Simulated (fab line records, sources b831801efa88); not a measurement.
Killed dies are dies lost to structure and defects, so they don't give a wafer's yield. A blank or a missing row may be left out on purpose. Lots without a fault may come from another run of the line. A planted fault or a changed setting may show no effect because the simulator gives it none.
fab line records | flow sky130
record lots=5 wafers=15 last_day=49
route steps=708 shown RES_XHIGH@339 SD_N@342 SD_P@359 SALICIDE@361 LI_CONTACT@362
lots that met no fault: from a run of the same line without faults
start_h: hours from the record's first day to the start of the lot's first wafer shown | wait_h: hours since the lot's step before | " the same as in the row above | L1.1+2: a row that stands for several wafers | - no value, or no start given | * or withheld: withheld | < > ~ a bound
route shown NAME@n: a module of which the file shows steps, and the number in the route of the first | usual: mean/standard deviation of fault-free wafers | same: alike in all rows | chamber/n: place in a boat | sites: the reading at each site | _std_site: their standard deviation | _edge_site: outer sites' mean less inner sites' | radius_mm: how far each site lies from the wafer's centre | mask NAME#n: copy n | behind: the tool/chamber that last shaped the wafer | hold: why the lot was held/for how many hours/how that ended | device: the transistor (n, p or np) that didn't switch | end of line: the same wafers' tests at the end of the route | a step without rows: its recipe alone | killed: dies lost to structure and defects at the first sort, not the wafer's yield | map: a wafer's dies, x killed, . not, _ none there
set.NAME: the setting as run; set.NAME@STEP: as run at that earlier step | model.NAME: the simulator's own value behind a step, which no gauge read
lots at some steps of the route; a table a step, a row a wafer
services: from which hour (start_h, from the record's first day; less than 0 if before it) a tool's chamber was out of use, for how many hours, and why
## steps
# step SKY_RES_XHIGH_IMPLANT_07
# recipe species=BF2 energy_kev=20.39 dose_cm2=3.6e+14 tilt_deg=0
# usual beam_energy_keV=20.391/0.0066 tilt_deg=-0.004/0.02
# columns lot.wafer tool chamber start_h wait_h beam_energy_keV tilt_deg
L076.1 implanter-02 0 638.82 0.1 20.387 -0.008
L076.2 " 0 " " 20.389 -0.030
L076.6 " 0 " " 20.388 -0.017
L075.3 implanter-03 0 643.22 0.1 20.383 0.011
L075.4 " 0 " " 20.402 0.039
L075.6 " 0 " " 20.390 0.008
L082.2 implanter-03 0 682.84 0.1 20.391 -0.010
L082.4 " 0 " " 20.395 -0.006
L082.5 " 0 " " 20.392 0.017
L081.2 implanter-01 0 684.13 0.1 20.389 0.031
L081.3 " 0 " " 20.381 0.018
L081.6 " 0 " " 20.387 0.034
L088.1 implanter-01 0 776.82 0.1 20.384 0.013
L088.5 " 0 " " 20.389 0.025
L088.6 " 0 " " 20.381 0.003
# step SKY_RES_XHIGH_STRIP_08
# recipe chemistry=O2/N2 power_w=1400 pressure_mtorr=1500 platen_temp_c=withheld o2_flow_sccm=3000 n2_flow_sccm=300 overash_fraction=0.5
# usual chamber_pressure_mTorr=1499.9/1.3 drypump_motor_current_A=5.8/0.36 oes_product_au=0.711/0.0049 strip_time_to_endpoint_s=14.32/0.037
# columns lot.wafer tool chamber start_h wait_h chamber_pressure_mTorr drypump_motor_current_A oes_product_au rf_hours_counter_h strip_time_to_endpoint_s
L076.1 plasma_asher-01 0 638.97 0.1 1499.4 6.6 0.712 85 14.35
L076.2 " 1 " " 1500.5 5.3 0.715 85 14.33
L076.6 " 0 " " 1498.7 6.6 0.718 - 14.33
L075.3 plasma_asher-01 0 643.36 0.1 1500.4 6.6 0.711 - 14.38
L075.4 " 1 " " 1500.6 5.3 0.705 - 14.37
L075.6 " 1 " " 1500.3 5.3 0.714 - 14.43
L082.2 plasma_asher-02 0 682.97 0.1 1499.9 6.0 0.708 96 14.32
L082.4 " 0 " " 1499.4 6.0 0.698 - 14.31
L082.5 " 0 " " 1499.3 6.0 0.711 - 14.33
L081.2 plasma_asher-02 1 684.26 0.1 1500.9 5.8 0.703 96 14.33
L081.3 " 0 " " 1500.1 6.0 0.726 - 14.35
L081.6 " 1 " " 1498.1 5.9 0.715 - 14.36
L088.1 plasma_asher-04 0 776.97 0.1 1499.5 5.4 0.709 30 14.29
L088.5 " 0 " " 1499.7 5.4 0.717 - 14.27
L088.6 " 1 " " 1498.8 5.6 0.714 - 14.31
# step SKY_RES_XHIGH_TW_MEAS_09
# usual RES_XHIGH_TW=1642/6.2
# columns lot.wafer tool chamber start_h wait_h RES_XHIGH_TW
L076.1 film_metro-03 - 639.07 0.1 1643
L076.2 " - " " 1635
L076.6 " - " " 1652
L075.3 film_metro-02 - 643.44 0.1 1642
L075.4 " - " " 1642
L075.6 " - " " 1637
L082.2 film_metro-02 - 683.08 0.1 1634
L082.4 " - " " 1642
L082.5 " - " " 1646
L081.2 film_metro-03 - 684.37 0.1 1639
L081.3 " - " " 1644
L081.6 " - " " 1643
L088.1 film_metro-01 - 777.07 0.1 1633
L088.5 " - " " 1642
L088.6 " - " " 1637
# step SKY_SD_N_DEHYDRATE_00
# recipe temp_c=200 time_s=60
# same time_s=60
# columns lot.wafer tool chamber start_h wait_h
L076.1+2+6 litho_track-02 0 651.76 12.7
L075.3+4+6 litho_track-02 0 655.81 12.4
L082.2+4+5 litho_track-04 0 693.12 10.0
L081.2+3+6 litho_track-04 0 694.37 10.0
L088.1+5+6 litho_track-02 0 788.51 11.4
# step SKY_SD_N_HMDS_01
# recipe prime_time_s=60 prime_temp_c=120
# usual prime_temp_c=120.02/0.15
# columns lot.wafer tool chamber start_h wait_h prime_temp_c
L076.1 litho_track-02 0 651.91 0.1 120.01
L076.2 " 0 " " 120.16
L076.6 " 0 " " 120.33
L075.3 litho_track-02 0 655.96 0.1 120.00
L075.4 " 0 " " 120.07
L075.6 " 0 " " 120.15
L082.2 litho_track-04 0 693.27 0.1 119.98
L082.4 " 0 " " 120.00
L082.5 " 0 " " 120.13
L081.2 litho_track-04 0 694.52 0.1 120.14
L081.3 " 0 " " 119.97
L081.6 " 0 " " 119.93
L088.1 litho_track-02 0 788.66 0.1 120.19
L088.5 " 0 " " 119.95
L088.6 " 0 " " 120.30
# step SKY_SD_N_COAT_02
# recipe resist=NOVOLAK spin_rpm=3000 resist_thk_nm=1140
# usual dispense_pressure_kPa=50.9/1.4
# columns lot.wafer tool chamber start_h wait_h dispense_pressure_kPa
L076.1 litho_track-02 0 652.06 0.1 49.6
L076.2 " 0 " " 49.6
L076.6 " 0 " " 49.5
L075.3 litho_track-02 0 656.11 0.1 49.5
L075.4 " 0 " " 49.5
L075.6 " 0 " " 49.6
L082.2 litho_track-04 0 693.42 0.1 52.7
L082.4 " 0 " " 52.7
L082.5 " 0 " " 52.7
L081.2 litho_track-04 0 694.67 0.1 52.8
L081.3 " 0 " " 52.7
L081.6 " 0 " " 52.8
L088.1 litho_track-02 0 788.81 0.1 49.5
L088.5 " 0 " " 49.5
L088.6 " 0 " " 49.6
# step SKY_SD_N_SOFTBAKE_03
# recipe temp_c=90 time_s=60 resist=NOVOLAK
# same time_s=60
# columns lot.wafer tool chamber start_h wait_h
L076.1+2+6 litho_track-02 0 652.21 0.1
L075.3+4+6 litho_track-02 0 656.26 0.1
L082.2+4+5 litho_track-04 0 693.57 0.1
L081.2+3+6 litho_track-04 0 694.82 0.1
L088.1+5+6 litho_track-02 0 788.96 0.1
# step SKY_SD_N_EXPOSE_04
# recipe mask_id=NSDM na=0.6 source_shape=conventional sigma_outer=0.6 polarization=unpolarized target_cd_nm=380 dose_mj=141
# columns lot.wafer tool chamber start_h wait_h mask
L076.1+2+6 iline_stepper-02 0 - - NSDM#0
L075.3+4+6 iline_stepper-01 0 - - NSDM#0
L082.2+4+5 iline_stepper-01 0 - - NSDM#0
L081.2+3+6 iline_stepper-01 0 - - NSDM#0
L088.1+5+6 iline_stepper-02 0 - - NSDM#0
# step SKY_SD_N_PEB_05
# recipe temp_c=withheld time_s=* resist=NOVOLAK
# same time_s=*
# columns lot.wafer tool chamber start_h wait_h
L076.1+2+6 litho_track-01 0 - -
L075.3+4+6 litho_track-01 0 - -
L082.2+4+5 litho_track-04 0 - -
L081.2+3+6 litho_track-01 0 - -
L088.1+5+6 litho_track-04 0 - -
# step SKY_SD_N_DEVELOP_06
# recipe resist=NOVOLAK developer=TMAH develop_time_s=60 dev_temp_c=23
# columns lot.wafer tool chamber start_h wait_h
L076.1+2+6 litho_track-01 0 664.67 0.1
L075.3+4+6 litho_track-01 0 669.37 0.1
L082.2+4+5 litho_track-04 0 704.82 0.1
L081.2+3+6 litho_track-01 0 709.74 0.1
L088.1+5+6 litho_track-04 0 802.54 0.1
# step SKY_SD_N_CD_MEAS_07
# recipe target_cd_nm=380
# usual cd_nm=380.2/2.1
# columns lot.wafer tool chamber start_h wait_h cd_nm
L076.1 cd_sem-02 - 664.82 0.1 378.3
L076.2 " - " " 380.9
L076.6 " - " " 379.6
L075.3 cd_sem-02 - 669.51 0.1 381.9
L075.4 " - " " 382.9
L075.6 " - " " 380.7
L082.2 cd_sem-01 - 704.96 0.1 376.9
L082.4 " - " " 379.5
L082.5 " - " " 378.5
L081.2 cd_sem-01 - 709.89 0.1 380.7
L081.3 " - " " 380.3
L081.6 " - " " 380.5
L088.1 cd_sem-01 - 802.69 0.1 378.0
L088.5 " - " " 380.1
L088.6 " - " " 379.3
# step SKY_SD_N_OVL_MEAS_08
# usual SD_N_OVL=0.0/1.4
# columns lot.wafer tool chamber start_h wait_h SD_N_OVL[nm]
L076.1 overlay-02 - 664.94 0.1 1.5
L076.2 " - " " 1.8
L076.6 " - " " 0.6
L075.3 overlay-02 - 669.60 0.1 0.9
L075.4 " - " " -1.2
L075.6 " - " " 2.1
L082.2 overlay-02 - 705.07 0.1 -0.5
L082.4 " - " " 0.7
L082.5 " - " " -1.1
L081.2 overlay-02 - 709.99 0.1 -0.6
L081.3 " - " " -0.8
L081.6 " - " " 0.6
L088.1 overlay-01 - 802.81 0.1 -1.9
L088.5 " - " " -0.3
L088.6 " - " " -3.4
# step SKY_SD_N_IMPLANT_09
# recipe species=As energy_kev=50 dose_cm2=4e+15 tilt_deg=0
# usual beam_energy_keV=50.001/0.016 tilt_deg=-0.003/0.017
# columns lot.wafer tool chamber start_h wait_h beam_energy_keV tilt_deg
L076.1 implanter-04 0 664.97 0.0 50.003 0.011
L076.2 " 0 " " 49.975 0.012
L076.6 " 0 " " 49.984 0.016
L075.3 implanter-04 0 669.67 0.1 50.013 -0.030
L075.4 " 0 " " 50.010 -0.015
L075.6 " 0 " " 50.027 -0.005
L082.2 implanter-04 0 705.12 0.0 50.000 0.010
L082.4 " 0 " " 49.970 0.003
L082.5 " 0 " " 50.025 0.010
L081.2 implanter-03 0 710.05 0.0 49.994 -0.006
L081.3 " 0 " " 50.011 -0.037
L081.6 " 0 " " 49.990 -0.014
L088.1 implanter-02 0 802.85 0.0 49.992 -0.014
L088.5 " 0 " " 50.005 -0.016
L088.6 " 0 " " 50.011 -0.009
# step SKY_SD_N_IMPLANT_10
# recipe species=P energy_kev=20 dose_cm2=1e+14 tilt_deg=0
# usual beam_energy_keV=20.000/0.0068 tilt_deg=0.007/0.019
# columns lot.wafer tool chamber start_h wait_h beam_energy_keV tilt_deg
L076.1 implanter-04 0 665.12 0.1 19.993 0.002
L076.2 " 0 " " 19.993 -0.008
L076.6 " 0 " " 19.999 0.003
L075.3 implanter-04 0 669.82 0.1 20.016 0.015
L075.4 " 0 " " 20.003 0.058
L075.6 " 0 " " 20.011 0.019
L082.2 implanter-04 0 705.27 0.1 19.998 -0.003
L082.4 " 0 " " 19.993 -0.003
L082.5 " 0 " " 19.987 0.028
L081.2 implanter-03 0 710.20 0.1 20.002 0.008
L081.3 " 0 " " 19.997 0.004
L081.6 " 0 " " 20.004 0.016
L088.1 implanter-02 0 803.00 0.1 19.997 -0.002
L088.5 " 0 " " 20.004 -0.039
L088.6 " 0 " " 20.004 -0.002
# step SKY_SD_N_STRIP_11
# recipe chemistry=O2/N2 power_w=1400 pressure_mtorr=1500 platen_temp_c=withheld o2_flow_sccm=3000 n2_flow_sccm=300 overash_fraction=0.5
# usual chamber_pressure_mTorr=1500.2/1.4 drypump_motor_current_A=5.6/0.44 oes_product_au=0.527/0.0044 strip_time_to_endpoint_s=22.56/0.038
# columns lot.wafer tool chamber start_h wait_h chamber_pressure_mTorr drypump_motor_current_A oes_product_au rf_hours_counter_h strip_time_to_endpoint_s
L076.1 plasma_asher-04 0 665.27 0.1 1498.9 5.4 0.528 20 22.57
L076.2 " 1 " " 1498.2 5.6 0.518 20 22.59
L076.6 " 0 " " 1502.4 5.4 0.528 - 22.56
L075.3 plasma_asher-04 1 669.96 0.1 1501.3 5.7 0.525 - 22.53
L075.4 " 0 " " 1502.8 5.4 0.525 - 22.52
L075.6 " 0 " " 1499.5 5.4 0.529 - 22.55
L082.2 plasma_asher-04 0 705.40 0.1 1501.6 5.4 0.527 23 22.60
L082.4 " 0 " " 1498.7 5.4 0.530 - 22.57
L082.5 " 0 " " 1502.7 5.4 0.531 - 22.52
L081.2 plasma_asher-01 1 710.32 0.1 1498.0 5.3 0.532 92 22.53
L081.3 " 0 " " 1500.7 6.5 0.530 - 22.51
L081.6 " 1 " " 1500.6 5.3 0.531 - 22.49
L088.1 plasma_asher-01 1 803.15 0.1 1500.6 5.3 0.520 102 22.57
L088.5 " 0 " " 1500.8 6.6 0.531 - 22.58
L088.6 " 1 " " 1498.3 5.3 0.530 - 22.58
# step SKY_SD_N_TW_MEAS_12
# usual SD_N_TW=3973/19
# columns lot.wafer tool chamber start_h wait_h SD_N_TW
L076.1 film_metro-02 - 665.37 0.1 3949
L076.2 " - " " 4001
L076.6 " - " " 3966
L075.3 film_metro-02 - 670.04 0.1 3965
L075.4 " - " " 3985
L075.6 " - " " 4004
L082.2 film_metro-01 - 705.51 0.1 3989
L082.4 " - " " 3985
L082.5 " - " " 4006
L081.2 film_metro-01 - 710.43 0.1 3986
L081.3 " - " " 3982
L081.6 " - " " 3982
L088.1 film_metro-02 - 803.25 0.1 3962
L088.5 " - " " 3960
L088.6 " - " " 3979
# step SKY_SD_N_CLEAN_13
# recipe chemistry=SC1/SC2 mix=1:4:20 temp_c=70 time_s=150 dry=n2_spin
# same time_s=150
# columns lot.wafer tool chamber start_h wait_h
L076.1+2+6 wet_bench-04 0 665.43 0.1
L075.3+4+6 wet_bench-01 2 670.08 0.0
L082.2+4+5 wet_bench-03 1 705.56 0.0
L081.2+3+6 wet_bench-01 2 710.48 0.0
L088.1+5+6 wet_bench-04 0 803.31 0.1
# step SKY_SD_N_RTA_14
# recipe temp_c=1075 time_s=2 idle_temp_c=650 ramp_up_c_per_s=150 ramp_down_c_per_s=90 ambient=N2
# usual chamber_o2_ppm=2.000/0.022 lamp_power_pct=15.74/0.053 ramp_down_c_per_s=89.997/0.018 wafer_temp_C_max=1078.2/1.4
# same time_s=2
# columns lot.wafer tool chamber start_h wait_h chamber_o2_ppm lamp_power_pct ramp_down_c_per_s wafer_temp_C_max
L076.1 rtp_anneal-01 0 665.48 0.0 1.993 15.76 89.990 1078.6
L076.2 " 0 " " 1.981 15.64 89.990 1080.2
L076.6 " 0 " " 2.006 15.68 89.992 1078.9
L075.3 rtp_anneal-02 0 670.15 0.0 1.975 15.70 90.007 1078.7
L075.4 " 0 " " 1.978 15.82 89.966 1078.2
L075.6 " 0 " " 1.966 15.66 89.992 1078.9
L082.2 rtp_anneal-01 0 705.62 0.0 2.024 15.58 90.004 1075.4
L082.4 " 0 " " 2.028 15.74 89.968 1080.5
L082.5 " 0 " " 1.992 15.69 90.003 1078.1
L081.2 rtp_anneal-02 0 710.55 0.0 2.009 15.80 89.994 1079.9
L081.3 " 0 " " 2.024 15.79 89.997 1080.1
L081.6 " 0 " " 2.008 15.76 90.017 1078.1
L088.1 rtp_anneal-02 0 803.36 0.0 2.011 15.73 89.987 1080.4
L088.5 " 0 " " 2.034 15.74 89.997 1077.0
L088.6 " 0 " " 1.999 15.62 89.975 1078.5
# step SKY_SD_N_RS_MEAS_16
# recipe thk_meas_gauge=four-point-probe
# usual SD_N_RS=68.58/0.15
# columns lot.wafer tool chamber start_h wait_h SD_N_RS[ohm/sq]
L076.1 film_metro-03 - 665.66 0.1 68.42
L076.2 " - " " 68.37
L076.6 " - " " 68.43
L075.3 film_metro-03 - 670.35 0.1 68.59
L075.4 " - " " 68.50
L075.6 " - " " 68.53
L082.2 film_metro-03 - 705.80 0.1 68.33
L082.4 " - " " 68.49
L082.5 " - " " 68.49
L081.2 film_metro-02 - 710.73 0.1 68.65
L081.3 " - " " 68.60
L081.6 " - " " 68.62
L088.1 film_metro-03 - 803.53 0.1 68.54
L088.5 " - " " 68.48
L088.6 " - " " 68.63
# step SKY_SD_N_RS_MEAS_17
# recipe thk_meas_gauge=four-point-probe
# usual SD_P_RS=147.5/0.42
# columns lot.wafer tool chamber start_h wait_h SD_P_RS[ohm/sq]
L076.1 film_metro-03 - 665.78 0.1 147.1
L076.2 " - " " 147.0
L076.6 " - " " 146.9
L075.3 film_metro-03 - 670.47 0.1 147.2
L075.4 " - " " 147.7
L075.6 " - " " 147.6
L082.2 film_metro-03 - 705.92 0.1 146.8
L082.4 " - " " 146.8
L082.5 " - " " 147.1
L081.2 film_metro-02 - 710.85 0.1 147.3
L081.3 " - " " 147.1
L081.6 " - " " 147.4
L088.1 film_metro-03 - 803.65 0.1 147.7
L088.5 " - " " 147.7
L088.6 " - " " 147.9
# step SKY_SD_N_RS_MEAS_18
# recipe thk_meas_gauge=four-point-probe
# usual RES_XHIGH_RS=332.8/1.4
# columns lot.wafer tool chamber start_h wait_h RES_XHIGH_RS[ohm/sq]
L076.1 film_metro-03 - 665.90 0.1 332.7
L076.2 " - " " 333.5
L076.6 " - " " 332.1
L075.3 film_metro-03 - 670.59 0.1 330.3
L075.4 " - " " 331.4
L075.6 " - " " 332.0
L082.2 film_metro-03 - 706.04 0.1 333.0
L082.4 " - " " 332.7
L082.5 " - " " 332.2
L081.2 film_metro-02 - 710.97 0.1 333.3
L081.3 " - " " 333.7
L081.6 " - " " 333.4
L088.1 film_metro-03 - 803.77 0.1 330.6
L088.5 " - " " 330.9
L088.6 " - " " 331.2
# step SKY_SALICIDE_CLEAN_00
# recipe chemistry=HF-last time_s=30 dilution=100:1 dry=ipa_marangoni
# same time_s=30
# columns lot.wafer tool chamber start_h wait_h
L076.1+2+6 wet_bench-01 0 666.09 0.2
L075.3+4+6 wet_bench-03 0 670.67 0.1
L082.2+4+5 wet_bench-01 2 706.14 0.1
L081.2+3+6 wet_bench-03 0 711.07 0.1
L088.1+5+6 wet_bench-02 2 803.89 0.1
# step SKY_LI_CONTACT_HDPCVD_00
# recipe material=PSG target_thk_nm=930 sigma_open_frac=0.3 time_s=155 temp_c=600 sih4_flow_sccm=60 pressure_mtorr=6
# same time_s=155
# columns lot.wafer tool chamber start_h wait_h
L076.1+2+6 hdpcvd-02 1,2,1 666.11 0.0
L075.3+4+6 hdpcvd-01 2,1,0 670.69 0.0
L082.2+4+5 hdpcvd-02 2,1,2 706.16 0.0
L081.2+3+6 hdpcvd-02 0,2,0 711.09 0.0
L088.1+5+6 hdpcvd-01 2,0,1 803.91 0.0
# step SKY_LI_CONTACT_THK_MEAS_01
# recipe reads=PSG_of_LI_CONTACT_HDPCVD_00
# usual LI_CONTACT_HDPCVD_THK=932/8.6
# columns lot.wafer tool chamber start_h wait_h LI_CONTACT_HDPCVD_THK[nm]
L076.1 film_metro-01 - 666.26 0.1 933
L076.2 " - " " 925
L076.6 " - " " 934
L075.3 film_metro-02 - 670.81 0.1 942
L075.4 " - " " 939
L075.6 " - " " 934
L082.2 film_metro-02 - 706.27 0.1 922
L082.4 " - " " 932
L082.5 " - " " 929
L081.2 film_metro-03 - 711.20 0.1 940
L081.3 " - " " 951
L081.6 " - " " 925
L088.1 film_metro-02 - 804.01 0.1 941
L088.5 " - " " 940
L088.6 " - " " 928
# step SKY_LI_CONTACT_CMP_02
# recipe material=PSG down_force_psi=4 platen_rpm=60 pad_velocity_m_s=0.94248
# usual motor_current_A=12.3/1.3 slurry_filter_dp_kPa=13.49/0.14 time_to_endpoint_s=32.7/2.1
# columns lot.wafer tool chamber start_h wait_h motor_current_A slurry_filter_dp_kPa time_to_endpoint_s
L076.1 cmp-01 2 666.32 0.1 10.4 13.44 34.6
L076.2 " 0 " " 13.6 13.52 36.9
L076.6 " 2 " " 10.3 13.75 37.8
L075.3 cmp-02 0 670.85 0.0 11.8 13.33 33.4
L075.4 " 3 " " 15.2 13.28 32.1
L075.6 " 1 " " 13.0 13.48 33.8
L082.2 cmp-02 1 706.42 0.1 13.2 13.30 32.6
L082.4 " 2 " " 11.1 13.39 35.2
L082.5 " 0 " " 11.9 13.38 31.8
L081.3 cmp-01 1 711.25 0.0 13.3 13.53 34.1
L081.2 " 2 " " 10.5 13.75 35.1
L081.6 " 2 " " 10.4 13.74 30.3
L088.1 cmp-01 3 804.17 0.1 11.5 13.53 35.7
L088.6 " 1 " " 12.3 13.62 30.7
L088.5 " 2 " " 9.9 13.46 33.0
# step SKY_LI_CONTACT_BOW_MEAS_03
# recipe mode=bow
# usual LI_CONTACT_BOW=55/7.3
# columns lot.wafer tool chamber start_h wait_h LI_CONTACT_BOW[um]
L076.1 film_metro-02 - 666.62 0.2 63
L076.2 " - " " 50
L076.6 " - " " 57
L075.3 film_metro-03 - 671.19 0.3 57
L075.4 " - " " 43
L075.6 " - " " 50
L082.2 film_metro-01 - 706.64 0.2 62
L082.4 " - " " 63
L082.5 " - " " 65
L081.2 film_metro-02 - 711.57 0.2 52
L081.3 " - " " 65
L081.6 " - " " 60
L088.1 film_metro-02 - 804.41 0.2 50
L088.5 " - " " 52
L088.6 " - " " 61
# step SKY_LI_CONTACT_DEHYDRATE_04
# recipe temp_c=200 time_s=60
# same time_s=60
# columns lot.wafer tool chamber start_h wait_h
L076.1+2+6 litho_track-04 0 677.09 10.4
L075.3+4+6 litho_track-02 0 681.56 10.3
L082.2+4+5 litho_track-02 0 721.48 14.8
L081.2+3+6 litho_track-02 0 724.33 12.7
L088.1+5+6 litho_track-02 0 816.61 12.2
# step SKY_LI_CONTACT_HMDS_05
# recipe prime_time_s=60 prime_temp_c=120
# usual prime_temp_c=120.01/0.12
# columns lot.wafer tool chamber start_h wait_h prime_temp_c
L076.1 litho_track-04 0 677.24 0.1 119.93
L076.2 " 0 " " 119.88
L076.6 " 0 " " 120.08
L075.3 litho_track-02 0 681.71 0.1 120.08
L075.4 " 0 " " 120.15
L075.6 " 0 " " 120.10
L082.2 litho_track-02 0 721.63 0.1 119.92
L082.4 " 0 " " 120.06
L082.5 " 0 " " 119.81
L081.2 litho_track-02 0 724.48 0.1 120.31
L081.3 " 0 " " 120.26
L081.6 " 0 " " 120.01
L088.1 litho_track-02 0 816.76 0.1 119.91
L088.5 " 0 " " 119.93
L088.6 " 0 " " 120.10
# step SKY_LI_CONTACT_COAT_06
# recipe resist=BARC temp_c=withheld time_s=withheld spin_rpm=3000 resist_thk_nm=60
# usual dispense_pressure_kPa=51.4/1.4
# columns lot.wafer tool chamber start_h wait_h dispense_pressure_kPa
L076.1 litho_track-04 0 677.39 0.1 52.7
L076.2 " 0 " " 52.8
L076.6 " 0 " " 52.7
L075.3 litho_track-02 0 681.86 0.1 49.6
L075.4 " 0 " " 49.6
L075.6 " 0 " " 49.6
L082.2 litho_track-02 0 721.78 0.1 49.5
L082.4 " 0 " " 49.5
L082.5 " 0 " " 49.5
L081.2 litho_track-02 0 724.63 0.1 49.5
L081.3 " 0 " " 49.5
L081.6 " 0 " " 49.5
L088.1 litho_track-02 0 816.91 0.1 49.6
L088.5 " 0 " " 49.6
L088.6 " 0 " " 49.6
# step SKY_LI_CONTACT_COAT_07
# recipe resist=KrF-thick spin_rpm=3000 resist_thk_nm=450
# usual dispense_pressure_kPa=51.3/1.4
# columns lot.wafer tool chamber start_h wait_h dispense_pressure_kPa
L076.1 litho_track-04 0 - - 52.8
L076.2 " 0 " " 52.8
L076.6 " 0 " " 52.8
L075.3 litho_track-02 0 - - 49.5
L075.4 " 0 " " 49.6
L075.6 " 0 " " 49.5
L082.2 litho_track-02 0 - - 49.5
L082.4 " 0 " " 49.5
L082.5 " 0 " " 49.5
L081.2 litho_track-02 0 - - 49.6
L081.3 " 0 " " 49.5
L081.6 " 0 " " 49.5
L088.1 litho_track-02 0 - - 49.5
L088.5 " 0 " " 49.5
L088.6 " 0 " " 49.5
# step SKY_LI_CONTACT_SOFTBAKE_08
# recipe temp_c=99.5 time_s=90 resist=KrF-thick
# same time_s=90
# columns lot.wafer tool chamber start_h wait_h
L076.1+2+6 litho_track-04 0 - -
L075.3+4+6 litho_track-02 0 - -
L082.2+4+5 litho_track-02 0 - -
L081.2+3+6 litho_track-02 0 - -
L088.1+5+6 litho_track-02 0 - -
# step SKY_LI_CONTACT_EXPOSE_09
# recipe mask_id=LICM1 na=0.8 source_shape=annular sigma_inner=0.55 sigma_outer=0.85 target_cd_nm=170 dose_mj=38
# columns lot.wafer tool chamber start_h wait_h mask
L076.1+2+6 krf_scanner-02 0 - - LICM1#0
L075.3+4+6 krf_scanner-02 0 - - LICM1#0
L082.2+4+5 krf_scanner-02 0 - - LICM1#0
L081.2+3+6 krf_scanner-02 0 - - LICM1#0
L088.1+5+6 krf_scanner-02 0 - - LICM1#0
# step SKY_LI_CONTACT_PEB_10
# recipe peb_temp_c=withheld peb_time_s=withheld resist=KrF-thick
# columns lot.wafer tool chamber start_h wait_h
L076.1+2+6 litho_track-02 0 - -
L075.3+4+6 litho_track-02 0 - -
L082.2+4+5 litho_track-04 0 - -
L081.2+3+6 litho_track-02 0 - -
L088.1+5+6 litho_track-03 0 - -
# step SKY_LI_CONTACT_DEVELOP_11
# recipe develop_time_s=60 resist=KrF-thick dev_temp_c=21
# columns lot.wafer tool chamber start_h wait_h
L076.1+2+6 litho_track-02 0 - -
L075.3+4+6 litho_track-02 0 - -
L082.2+4+5 litho_track-04 0 - -
L081.2+3+6 litho_track-02 0 - -
L088.1+5+6 litho_track-03 0 - -
# step SKY_LI_CONTACT_CD_MEAS_12
# recipe target_cd_nm=170
# usual cd_nm=170.2/1.6
# columns lot.wafer tool chamber start_h wait_h cd_nm
L076.1 cd_sem-02 - 688.31 - 170.5
L076.2 " - " " 170.2
L076.6 " - " " 169.7
L075.3 cd_sem-01 - 693.10 - 172.6
L075.4 " - " " 170.8
L075.6 " - " " 171.0
L082.2 cd_sem-02 - 733.56 - 171.5
L082.4 " - " " 171.3
L082.5 " - " " 172.8
L081.2 cd_sem-01 - 738.53 - 170.3
L081.3 " - " " 168.9
L081.6 " - " " 169.6
L088.1 cd_sem-01 - 830.47 - 169.5
L088.5 " - " " 169.6
L088.6 " - " " 170.6
# step SKY_LI_CONTACT_OVL_MEAS_13
# usual LI_CONTACT_OVL=1/5.9
# columns lot.wafer tool chamber start_h wait_h LI_CONTACT_OVL[nm]
L076.1 overlay-02 - 688.43 0.1 -4
L076.2 " - " " 6
L076.6 " - " " 7
L075.3 overlay-01 - 693.19 0.1 0
L075.4 " - " " 1
L075.6 " - " " 5
L082.2 overlay-01 - 733.67 0.1 3
L082.4 " - " " 0
L082.5 " - " " 2
L081.2 overlay-01 - 738.63 0.1 -2
L081.3 " - " " -1
L081.6 " - " " -3
L088.1 overlay-01 - 830.59 0.1 -5
L088.5 " - " " -4
L088.6 " - " " 8
# step SKY_LI_CONTACT_ETCH_14
# recipe chemistry=N2/H2 target=BARC ion_energy_ev=200 source_w=500 bias_w=100 pressure_mtorr=30 n2_flow_sccm=100 h2_flow_sccm=200 stop_on=SiO2 time_s=45.9 target_depth_a=600
# usual chamber_pressure_mTorr=29.998/0.027 drypump_motor_current_A=5.6/0.53 oes_product_au=0.856/0.0049 rf_fwd_power_W=494.2/1.8 throttle_valve_pct=13.224/0.0085
# same time_s=45.9
# columns lot.wafer tool chamber start_h wait_h chamber_pressure_mTorr drypump_motor_current_A oes_product_au rf_fwd_power_W rf_hours_counter_h throttle_valve_pct
L076.1 rie_diel-04 2 688.46 0.0 30.038 5.5 0.860 492.9 46 13.233
L076.2 " 0 " " 30.028 6.3 0.854 493.5 14 13.208
L076.6 " 3 " " 30.027 4.8 0.865 495.1 - 13.224
L075.3 rie_diel-04 3 693.21 0.0 30.003 4.8 0.856 493.1 3 13.226
L075.4 " 0 " " 30.032 6.3 0.849 493.5 14 13.232
L075.6 " 1 " " 30.000 5.1 0.852 494.3 - 13.219
L082.2 rie_diel-04 3 733.70 0.0 30.020 4.8 0.849 492.2 4 13.223
L082.4 " 0 " " 29.993 6.3 0.863 492.2 - 13.222
L082.5 " 3 " " 29.980 4.8 0.849 491.7 - 13.213
L081.2 rie_diel-03 3 738.66 0.0 29.980 5.8 0.857 490.6 23 13.224
L081.3 " 2 " " 30.026 5.6 0.864 493.2 6 13.218
L081.6 " 0 " " 29.975 5.1 0.857 492.1 - 13.221
L088.1 rie_diel-04 2 830.63 0.0 29.961 5.5 0.856 493.9 1 13.228
L088.5 " 3 " " 29.969 4.8 0.854 493.8 - 13.228
L088.6 " 2 " " 29.986 5.5 0.854 495.1 - 13.218
## services
# columns tool chamber start_h hours kind
implanter-02 - 630.45 3.3 pm
krf_scanner-02 - 645.23 3.6 pm
hdpcvd-02 0 645.66 20.7 repair
cmp-01 - 647.39 0.8 repair
plasma_asher-01 - 648.58 1.3 repair
hdpcvd-02 - 650.75 15.0 pm
implanter-02 - 651.61 2.2 repair
rie_diel-04 1 664.21 2.6 repair
rie_diel-04 2 668.02 9.1 repair
cmp-01 - 684.88 18.5 pm
krf_scanner-02 - 707.32 1.3 pm
implanter-03 - 720.23 1.8 repair
rie_diel-04 2 731.43 1.5 repair
krf_scanner-02 - 732.67 0.8 pm
implanter-03 - 745.54 2.8 repair
implanter-04 - 753.15 3.3 pm
rie_diel-04 - 754.14 2.8 pm
krf_scanner-02 - 773.14 1.0 pm
krf_scanner-02 - 778.23 4.4 repair
rie_diel-04 1 780.45 3.3 repair
rie_diel-04 0 808.41 11.9 repair
implanter-03 - 823.12 3.1 pm
implanter-04 - 826.10 1.9 repair
implanter-03 - 828.80 1.7 repair
## key
fault none
